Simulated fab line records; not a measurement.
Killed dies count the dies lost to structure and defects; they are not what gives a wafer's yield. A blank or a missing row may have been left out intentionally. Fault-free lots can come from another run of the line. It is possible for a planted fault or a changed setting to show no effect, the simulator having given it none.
Which tool did it? | flow sky130 | 12 lots, 36 wafers sampled, at 4 steps of a route of 708

WHAT EACH GAUGE READ, for each wafer
SKY_FIELD_ISO_BOW_MEAS_00. Usual: for INCOMING_BOW the level is -1 um and the standard deviation is 6.6.
lot  | measured    | on            | INCOMING_BOW (um) | flag
L259 | day 2 16:02 | film_metro-01 | -3 -9 -5          |
L261 | day 3 02:01 | film_metro-03 | 0 -6 -6           |
L262 | day 3 07:01 | film_metro-03 | 1 -18 7           |
L264 | day 3 17:02 | film_metro-04 | -3 2 -10          |
L266 | day 4 03:01 | film_metro-01 | -23 4 6           |
L268 | day 4 13:01 | film_metro-03 | 8 -10 -10         |
L269 | day 4 18:01 | film_metro-04 | -2 1 -6           |
L271 | day 5 04:01 | film_metro-03 | 0 3 -12           |
L272 | day 5 09:00 | film_metro-01 | -4 -6 -3          |
L274 | day 5 19:00 | film_metro-03 | 3 8 -6            |
L275 | day 6 00:00 | film_metro-03 | 1 -1 -4           |
L276 | day 6 05:00 | film_metro-04 | -11 5 2           |

SKY_VT_ADJUST_HVTP_TW_MEAS_11. Usual: for VT_ADJUST_HVTP_TW the level is 1359 and the standard deviation is 6.4.
lot  | measured     | on            | VT_ADJUST_HVTP_TW | flag
L259 | day 7 12:46  | film_metro-02 | 1358 1358 1360    |
L261 | day 8 13:18  | film_metro-01 | 1371 1364 1371    |
L262 | day 8 13:35  | film_metro-02 | 1352 1361 1355    |
L264 | day 9 00:56  | film_metro-02 | 1353 1354 1350    |
L266 | day 10 02:31 | film_metro-02 | 1359 1357 1357    |
L268 | day 10 12:44 | film_metro-01 | 1374 1367 1372    |
L269 | day 10 15:23 | film_metro-02 | 1377 1357 1356    |
L271 | day 10 18:23 | film_metro-02 | 1369 1358 1353    |
L272 | day 11 00:47 | film_metro-01 | 1354 1356 1352    |
L274 | day 11 17:37 | film_metro-04 | 1324 1322 1327    | OFF
L275 | day 11 22:53 | film_metro-01 | 1320 1310 1317    | OFF
L276 | day 12 05:56 | film_metro-01 | 1326 1327 1319    | OFF

SKY_VT_ADJUST_NCORE_OVL_MEAS_08. Usual: for VT_ADJUST_NCORE_OVL the level is -0.8 nm and the standard deviation is 1.4.
lot  | measured     | on         | VT_ADJUST_NCORE_OVL (nm) | flag
L259 | day 10 05:21 | overlay-01 | -0.7 0.4 -1.5            |
L261 | day 11 07:35 | overlay-01 | -0.9 0.2 0.1             |
L262 | day 11 07:39 | overlay-02 | -0.4 -0.9 -2.1           |
L264 | day 11 18:39 | overlay-02 | -1.3 -1.6 -2.8           |
L266 | day 12 23:44 | overlay-01 | -1.4 1.0 -0.5            |
L268 | day 13 06:44 | overlay-01 | -1.4 -1.8 -2.5           |
L269 | day 13 08:24 | overlay-02 | -1.7 0.6 -1.3            |
L271 | day 13 11:53 | overlay-02 | -0.3 -0.9 -0.6           |
L272 | day 13 16:23 | overlay-01 | -3.2 -1.1 -3.2           |
L274 | day 14 06:56 | overlay-01 | 1.4 2.2 -0.3             |
L275 | day 14 12:14 | overlay-01 | 0.7 1.2 1.8              |
L276 | day 14 20:29 | overlay-02 | 0.6 -1.1 -0.3            |

WHICH TOOL RAN EACH LOT (tool, then ch and the chambers of the sampled wafers, then the start)
lot  | SKY_VT_ADJUST_HVTP_IMPLANT_09
L259 | implanter-04 ch 0, day 7 12:32
L261 | implanter-02 ch 0, day 8 13:04
L262 | implanter-01 ch 0, day 8 13:21
L264 | implanter-04 ch 0, day 9 00:43
L266 | implanter-01 ch 0, day 10 02:17
L268 | implanter-01 ch 0, day 10 12:30
L269 | implanter-01 ch 0, day 10 15:09
L271 | implanter-02 ch 0, day 10 18:09
L272 | implanter-01 ch 0, day 11 00:32
L274 | implanter-01 ch 0, day 11 17:22
L275 | implanter-01 ch 0, day 11 22:38
L276 | implanter-01 ch 0, day 12 05:41
- SKY_VT_ADJUST_HVTP_IMPLANT_09

AS READ BY THE TOOLS THEMSELVES (means over the sampled wafers that have a number; for cases with no such wafer, the mark the record gives instead)
SKY_VT_ADJUST_HVTP_IMPLANT_09. Usual: beam_on_s 10.00 s, standard deviation 0.19; dose_ions_cm2 4.3e+12, standard deviation 4.9e+09; faraday_current_uA 24.3, standard deviation 0.46.
lot  | tool         | beam_on_s (s) | dose_ions_cm2 | faraday_current_uA | flag
L259 | implanter-04 | 9.76          | 4.3e+12       | 24.8               |
L261 | implanter-02 | 10.14         | 4.3e+12       | 24.0               |
L262 | implanter-01 | 10.07         | 4.3e+12       | 24.1               |
L264 | implanter-04 | 9.82          | 4.3e+12       | 24.7               |
L266 | implanter-01 | 9.66          | 4.3e+12       | 25.0               |
L268 | implanter-01 | 10.23         | 4.3e+12       | 23.8               |
L269 | implanter-01 | 10.16         | 4.3e+12       | 23.8               |
L271 | implanter-02 | 9.82          | 4.3e+12       | 24.7               |
L272 | implanter-01 | 10.10         | 4.3e+12       | 23.9               |
L274 | implanter-01 | 9.78          | 4.0e+12       | 22.6               | OFF
L275 | implanter-01 | 10.02         | 4.0e+12       | 22.2               | OFF
L276 | implanter-01 | 10.06         | 4.0e+12       | 22.1               | OFF

THE ANSWER, worked out from the rows above alone
Rule: lot off if the mean of its wafers having a number is beyond 3 standard deviations from the usual mean. Also off: a lot with no number at a reading for which 4 or more lots have one. The other lots that the step has rows for count as sound. The gauges are gone through in route order, then the tools' own readings, and for those a lot's mean is taken as printed above. The first step at which some lot is off is used, and at that step the reading that is off furthest; a lot without a number counts as furthest.
Off: L274, L275, L276, seen at SKY_VT_ADJUST_HVTP_TW_MEAS_11 (VT_ADJUST_HVTP_TW).
If a tool, at a process step before that reading, ran all the lots that are off and no sound lot after the first of them, it fits. Not tried: the gauges at SKY_VT_ADJUST_HVTP_TW_MEAS_11; whatever is off there is also off at SKY_VT_ADJUST_HVTP_IMPLANT_09, on other tools, and gauge error can't account for it. One fits: SKY_VT_ADJUST_HVTP_IMPLANT_09 on implanter-01. Its last sound lot is L272 (day 11 00:32), its first lot that is off L274 (day 11 17:22): a fault that began between those two fits.
On the lots that are off, the tool's own readings at SKY_VT_ADJUST_HVTP_IMPLANT_09 differ by more than 5 times the standard deviation of the sound lots' means, which bears it out; dose_ions_cm2 reads 4.0e+12 there versus 4.3e+12 on the sound lots.

WHAT THE SIMULATOR HAD PUT IN
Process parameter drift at SKY_VT_ADJUST_HVTP_IMPLANT_09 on implanter-01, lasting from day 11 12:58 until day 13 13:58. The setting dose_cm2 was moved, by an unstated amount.
Lots struck among those shown: L274, L275, L276. Same finding as the rule above.
